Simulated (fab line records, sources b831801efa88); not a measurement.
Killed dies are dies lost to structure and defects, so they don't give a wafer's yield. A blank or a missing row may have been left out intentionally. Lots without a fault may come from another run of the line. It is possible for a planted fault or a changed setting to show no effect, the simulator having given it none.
Matching of chambers / flow sky130 / SKY_VIA4_CMP_02 on cmp-01: 4 sister chambers
The step polishes SiO2. 4 wafers are shown with their chamber, then 7 later ones without.

EACH WAFER AND ITS CHAMBER
wafer=L162.5; chamber=1; motor-current-A (A)=12.9
wafer=L162.6; chamber=0; motor-current-A (A)=12.3
wafer=L163.1; chamber=2; motor-current-A (A)=12.7
wafer=L163.2; chamber=3; motor-current-A (A)=13.6

WAFERS WITHOUT THEIR CHAMBER
wafer=L163.4; motor-current-A (A)=13.0
wafer=L166.3; motor-current-A (A)=12.9
wafer=L166.4; motor-current-A (A)=12.2
wafer=L166.5; motor-current-A (A)=12.6
wafer=L167.2; motor-current-A (A)=12.7
wafer=L167.3; motor-current-A (A)=12.4
wafer=L167.4; motor-current-A (A)=13.1

CHAMBER TAKEN BY EACH
wafer=L163.4; from the rows above=can't be placed: 1 or 2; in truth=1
wafer=L166.3; from the rows above=can't be placed: 1 or 2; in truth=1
wafer=L166.4; from the rows above=0; in truth=0
wafer=L166.5; from the rows above=can't be placed: 2 or 0 or 1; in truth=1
wafer=L167.2; from the rows above=can't be placed: 2 or 1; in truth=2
wafer=L167.3; from the rows above=can't be placed: 0 or 2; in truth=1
wafer=L167.4; from the rows above=can't be placed: 1 or 2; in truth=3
Placed correctly: 1 of 7. From these rows, 6 cannot be placed; in 4 the true chamber is one of the candidates. Number placed wrongly: 0.
How it was worked out, from the rows above alone: a wafer's distance from a chamber is the root of the sum, over the readings, of the square of ((its reading less the chamber's mean) divided by the reading's scatter). If the next closest chamber is less than 2 further off than the closest, the wafer can't be placed; otherwise it belongs to the closest. A chamber's mean is the mean of its shown wafers. The scatter: with one shown wafer a chamber, the root of the mean of the squares of how far each hidden wafer lies from its nearest shown one.
